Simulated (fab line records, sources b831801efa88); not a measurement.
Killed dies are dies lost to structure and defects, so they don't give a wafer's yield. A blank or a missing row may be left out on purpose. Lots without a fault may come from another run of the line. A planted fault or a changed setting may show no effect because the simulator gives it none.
fab line records | flow sky130
record lots=13 wafers=39 last_day=50
route steps=708 shown NWELL@73 VT_ADJUST_LVTN@106 VT_ADJUST_HVTR@138 VT_ADJUST_PCH@153
lots that met no fault: from a run of the same line without faults
start_h: hours from the record's first day to the start of the lot's first wafer shown | wait_h: hours since the lot's step before | " the same as in the row above | L1.1+2: a row that stands for several wafers | - no value, or no start given | * or withheld: withheld | < > ~ a bound
route shown NAME@n: a module of which the file shows steps, and the number in the route of the first | usual: mean/standard deviation of fault-free wafers | same: alike in all rows | chamber/n: place in a boat | sites: the reading at each site | _std_site: their standard deviation | _edge_site: outer sites' mean less inner sites' | radius_mm: how far each site lies from the wafer's centre | mask NAME#n: copy n | behind: the tool/chamber that last shaped the wafer | hold: why the lot was held/for how many hours/how that ended | device: the transistor (n, p or np) that didn't switch | end of line: the same wafers' tests at the end of the route | a step without rows: its recipe alone | killed: dies lost to structure and defects at the first sort, not the wafer's yield | map: a wafer's dies, x killed, . not, _ none there
set.NAME: the setting as run; set.NAME@STEP: as run at that earlier step | model.NAME: the simulator's own value behind a step, which no gauge read
steps of the route over a sample of lots; a table a step, a row a wafer
services: from which hour (start_h, from the record's first day; less than 0 if before it) a tool's chamber was out of use, for how many hours, and why
## steps
# step SKY_NWELL_EXPOSE_20
# recipe mask_id=NWM_COMPLEMENT na=0.6 source_shape=conventional sigma_outer=0.6 polarization=unpolarized target_cd_nm=840 dose_mj=260
# columns lot.wafer tool chamber start_h wait_h mask
L283.1+3+6 iline_stepper-02 0 93.25 - NWM_COMPLEMENT#0
L286.2+4+6 iline_stepper-02 0 111.84 - NWM_COMPLEMENT#0
L287.2+4+5 iline_stepper-01 0 116.52 - NWM_COMPLEMENT#0
L288.2+3+6 iline_stepper-01 0 124.82 - NWM_COMPLEMENT#0
L289.2+5+6 iline_stepper-01 0 131.94 - NWM_COMPLEMENT#0
L291.1+2+3 iline_stepper-02 0 141.42 - NWM_COMPLEMENT#0
L292.1+2+6 iline_stepper-01 0 149.68 - HVTPM#0
L300.2+3+5 iline_stepper-01 0 202.91 - NWM_COMPLEMENT#0
L301.2+3+6 iline_stepper-01 0 210.16 - NWM_COMPLEMENT#0
L302.2+5+6 iline_stepper-02 0 213.39 - NWM_COMPLEMENT#0
L303.1+4+5 iline_stepper-01 0 219.42 - NWM_COMPLEMENT#0
L304.2+4+5 iline_stepper-01 0 222.12 - NWM_COMPLEMENT#0
L306.1+3+6 iline_stepper-01 0 230.47 - NWM_COMPLEMENT#0
# step SKY_NWELL_OVL_MEAS_23
# usual NWELL_01_OVL=-0.4/1.1
# columns lot.wafer tool chamber start_h wait_h NWELL_01_OVL[nm]
L283.1 overlay-02 - 101.50 - -1.3
L283.3 " - " " -2.2
L283.6 " - " " -2.9
L286.2 overlay-01 - 120.03 - -2.3
L286.4 " - " " -1.7
L286.6 " - " " -1.2
L287.2 overlay-01 - 124.83 - 1.0
L287.4 " - " " 1.2
L287.5 " - " " 1.0
L288.2 overlay-02 - 133.98 - -1.3
L288.3 " - " " -1.7
L288.6 " - " " -1.3
L289.2 overlay-01 - 140.98 - -1.2
L289.5 " - " " 1.0
L289.6 " - " " -0.1
L291.1 overlay-01 - 150.85 - -2.7
L291.2 " - " " -2.0
L291.3 " - " " -1.5
L292.1 overlay-01 - 159.49 - -
L292.2 " - " " -
L292.6 " - " " -
L300.2 overlay-01 - 213.60 - -1.2
L300.3 " - " " -0.2
L300.5 " - " " -0.5
L301.2 overlay-02 - 220.98 - -1.1
L301.3 " - " " 0.1
L301.6 " - " " -2.4
L302.2 overlay-01 - 224.43 - 0.1
L302.5 " - " " 0.6
L302.6 " - " " 0.8
L303.1 overlay-01 - 230.40 - 1.5
L303.4 " - " " 0.3
L303.5 " - " " 0.2
L304.2 overlay-02 - 233.00 - -1.1
L304.4 " - " " 0.0
L304.5 " - " " -1.3
L306.1 overlay-01 - 242.00 - -0.8
L306.3 " - " " -0.3
L306.6 " - " " -1.8
# step SKY_NWELL_TW_MEAS_26
# usual NWELL_2_TW=499/4.3
# columns lot.wafer tool chamber start_h wait_h NWELL_2_TW
L283.1 film_metro-04 - 101.79 0.1 492
L283.3 " - " " 492
L283.6 " - " " 494
L286.2 film_metro-02 - 120.32 0.1 500
L286.4 " - " " 499
L286.6 " - " " 500
L287.2 film_metro-02 - 125.12 0.1 500
L287.4 " - " " 498
L287.5 " - " " 499
L288.2 film_metro-03 - 134.27 0.1 499
L288.3 " - " " 498
L288.6 " - " " 496
L289.2 film_metro-03 - 141.27 0.1 501
L289.5 " - " " 498
L289.6 " - " " 497
L291.1 film_metro-02 - 151.14 0.1 507
L291.2 " - " " 505
L291.3 " - " " 507
L292.1 film_metro-03 - 159.78 0.1 30
L292.2 " - " " 30
L292.6 " - " " 30
L300.2 film_metro-04 - 213.89 0.1 493
L300.3 " - " " 495
L300.5 " - " " 498
L301.2 film_metro-03 - 221.27 0.1 498
L301.3 " - " " 499
L301.6 " - " " 502
L302.2 film_metro-02 - 224.72 0.1 503
L302.5 " - " " 503
L302.6 " - " " 502
L303.1 film_metro-03 - 230.69 0.1 502
L303.4 " - " " 500
L303.5 " - " " 499
L304.2 film_metro-03 - 233.29 0.1 501
L304.4 " - " " 502
L304.5 " - " " 501
L306.1 film_metro-04 - 242.29 0.1 493
L306.3 " - " " 493
L306.6 " - " " 490
# step SKY_VT_ADJUST_LVTN_STRIP_09
# recipe chemistry=O2/N2 power_w=1400 pressure_mtorr=1500 platen_temp_c=withheld o2_flow_sccm=3000 n2_flow_sccm=300 overash_fraction=0.5
# usual drypump_motor_current_A=5.7/0.45 oes_product_au=0.722/0.0043 strip_time_to_endpoint_s=36.89/0.12
# columns lot.wafer tool chamber start_h wait_h drypump_motor_current_A oes_product_au rf_hours_counter_h strip_time_to_endpoint_s
L283.1 plasma_asher-04 1 138.41 0.1 5.5 0.722 46 36.77
L283.3 " 0 " " 6.2 0.723 - 36.82
L283.6 " 0 " " 6.2 0.723 - 36.78
L286.2 plasma_asher-01 1 158.73 0.1 5.6 0.724 3 37.01
L286.4 " 0 " " 6.1 0.721 - 37.02
L286.6 " 1 " " 5.5 0.729 - 36.97
L287.2 plasma_asher-01 1 163.69 0.1 5.6 0.715 4 36.89
L287.4 " 0 " " 6.2 0.728 - 36.89
L287.5 " 0 " " 6.1 0.721 - 37.03
L288.2 plasma_asher-04 1 174.11 0.1 5.5 0.721 50 37.02
L288.3 " 0 " " 6.2 0.725 - 37.08
L288.6 " 0 " " 6.1 0.719 - 36.92
L289.2 plasma_asher-01 1 181.28 0.1 5.6 0.723 6 36.94
L289.5 " 1 " " 5.6 0.718 - 36.94
L289.6 " 0 " " 6.1 0.728 - 36.87
L291.1 plasma_asher-04 0 192.43 0.1 6.2 0.730 51 37.13
L291.2 " 1 " " 5.5 0.719 51 36.97
L291.3 " 1 " " 5.5 0.728 - 36.98
L292.1 plasma_asher-01 1 202.59 0.1 5.5 0.722 8 36.93
L292.2 " 0 " " 6.1 0.721 8 36.93
L292.6 " 1 " " 5.6 0.722 - 36.89
L300.2 plasma_asher-02 1 261.51 0.1 4.8 0.718 42 36.91
L300.3 " 1 " " 4.8 0.726 - 37.02
L300.5 " 0 " " 5.8 0.721 - 36.99
L301.2 plasma_asher-02 1 268.81 0.1 4.8 0.722 43 36.99
L301.3 " 1 " " 4.8 0.726 - 36.83
L301.6 " 0 " " 5.7 0.720 - 36.88
L302.2 plasma_asher-01 0 273.16 0.1 6.1 0.727 15 36.94
L302.5 " 1 " " 5.6 0.719 - 36.84
L302.6 " 0 " " 6.1 0.720 - 37.00
L303.1 plasma_asher-02 1 277.58 0.1 4.8 0.718 44 36.93
L303.4 " 1 " " 4.8 0.721 - 36.77
L303.5 " 1 " " 4.8 0.722 - 36.99
L304.2 plasma_asher-01 1 281.91 0.1 5.6 0.719 16 36.79
L304.4 " 0 " " 6.1 0.718 - 36.73
L304.5 " 0 " " 6.1 0.725 - 36.81
L306.1 plasma_asher-02 0 289.41 0.1 5.8 0.722 45 36.90
L306.3 " 0 " " 5.8 0.726 - 36.91
L306.6 " 0 " " 5.8 0.721 - 36.88
# step SKY_VT_ADJUST_HVTR_CD_MEAS_07
# recipe target_cd_nm=380
# usual cd_nm=380.9/2.4
# columns lot.wafer tool chamber start_h wait_h cd_nm
L283.1 cd_sem-01 - 200.34 0.1 380.5
L283.3 " - " " 380.5
L283.6 " - " " 378.9
L286.2 cd_sem-02 - 224.22 0.1 379.6
L286.4 " - " " 380.0
L286.6 " - " " 381.7
L287.2 cd_sem-02 - 227.26 0.1 383.2
L287.4 " - " " 381.0
L287.5 " - " " 382.7
L288.2 cd_sem-02 - 240.21 0.1 377.9
L288.3 " - " " 379.2
L288.6 " - " " 379.9
L289.2 cd_sem-01 - 249.66 0.1 380.7
L289.5 " - " " 379.4
L289.6 " - " " 378.0
L291.1 cd_sem-02 - 261.52 0.1 383.2
L291.2 " - " " 383.0
L291.3 " - " " 382.3
L292.1 cd_sem-01 - 272.05 0.1 377.2
L292.2 " - " " 378.8
L292.6 " - " " 379.9
L300.2 cd_sem-01 - 337.94 0.1 382.4
L300.3 " - " " 381.4
L300.5 " - " " 381.6
L301.2 cd_sem-02 - 345.52 0.1 379.6
L301.3 " - " " 381.3
L301.6 " - " " 379.9
L302.2 cd_sem-02 - 352.01 0.1 378.4
L302.5 " - " " 380.0
L302.6 " - " " 378.2
L303.1 cd_sem-01 - 356.17 0.1 384.4
L303.4 " - " " 383.5
L303.5 " - " " 382.6
L304.2 cd_sem-01 - 360.74 0.1 380.4
L304.4 " - " " 378.0
L304.5 " - " " 381.9
L306.1 cd_sem-01 - 369.75 0.1 383.5
L306.3 " - " " 383.6
L306.6 " - " " 382.9
# step SKY_VT_ADJUST_PCH_TW_MEAS_10
# usual VT_ADJUST_PCH_TW=142.6/1.3
# columns lot.wafer tool chamber start_h wait_h VT_ADJUST_PCH_TW
L283.1 film_metro-01 - 223.16 0.1 142.5
L283.3 " - " " 142.7
L283.6 " - " " 142.4
L286.2 film_metro-02 - 248.37 0.1 143.5
L286.4 " - " " 144.3
L286.6 " - " " 143.5
L287.2 film_metro-03 - 251.07 0.1 141.9
L287.4 " - " " 142.0
L287.5 " - " " 142.8
L288.2 film_metro-03 - 263.99 0.1 142.8
L288.3 " - " " 144.0
L288.6 " - " " 144.9
L289.2 film_metro-01 - 274.42 0.1 140.6
L289.5 " - " " 140.4
L289.6 " - " " 141.1
L291.1 film_metro-01 - 285.96 0.1 140.9
L291.2 " - " " 141.1
L291.3 " - " " 140.3
L292.1 film_metro-03 - 298.21 0.1 143.5
L292.2 " - " " 143.6
L292.6 " - " " 143.8
L300.2 film_metro-03 - 366.02 0.1 142.9
L300.3 " - " " 143.8
L300.5 " - " " 142.9
L301.2 film_metro-01 - 374.67 0.1 142.3
L301.3 " - " " 141.2
L301.6 " - " " 141.8
L302.2 film_metro-02 - 380.37 0.1 143.3
L302.5 " - " " 143.7
L302.6 " - " " 143.2
L303.1 film_metro-02 - 384.66 0.1 143.4
L303.4 " - " " 142.7
L303.5 " - " " 142.7
L304.2 film_metro-01 - 390.62 0.1 140.0
L304.4 " - " " 140.4
L304.5 " - " " 141.6
L306.1 film_metro-01 - 399.53 0.1 140.8
L306.3 " - " " 140.7
L306.6 " - " " 141.1
## services
# columns tool chamber start_h hours kind
plasma_asher-01 - 108.75 9.0 pm
plasma_asher-01 0 108.75 9.0 vent_cycle
plasma_asher-01 1 108.75 9.0 vent_cycle
plasma_asher-01 0 117.75 - clean
plasma_asher-01 1 117.75 - clean
plasma_asher-01 - 127.13 7.5 pm
iline_stepper-02 - 161.04 4.4 pm
plasma_asher-02 - 170.31 2.8 pm
iline_stepper-02 - 194.48 1.7 repair
plasma_asher-02 - 226.23 2.9 repair
plasma_asher-04 - 259.42 1.2 repair
iline_stepper-02 - 272.32 1.7 pm
## key
first_sign step=SKY_NWELL_EXPOSE_20 reading=mask direction=changed
effect step=SKY_NWELL_OVL_MEAS_23 reading=NWELL_01_OVL direction=missing
effect step=SKY_NWELL_TW_MEAS_26 reading=NWELL_2_TW direction=down sigmas=99+ usual=499 struck=30
met_at SKY_NWELL_EXPOSE_20
struck_lots L292
sort_left_out L292.1,L292.2,L292.6
tester_left_out L292
not_acting_at SKY_VT_ADJUST_LVTN_STRIP_09,SKY_VT_ADJUST_HVTR_CD_MEAS_07,SKY_VT_ADJUST_PCH_TW_MEAS_10
onset_between 131.94 149.68
fault kind=wrong_mask tool=any chamber=- onset_h=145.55 steps=SKY_NWELL_EXPOSE_20 aux_copy=HVTPM#0 scope=struck_lots_only
# tester_left_out: of these lots the tester's yield and bins aren't shown, on N5 and GAA mostly nor the transistor test; their killed dies are dies lost to structure and defects alone, not to doping, threshold or leakage, so they don't give the yield
# sort_left_out: the simulated sort isn't trusted on such a fault, so these wafers' sort isn't shown, and their yield isn't known
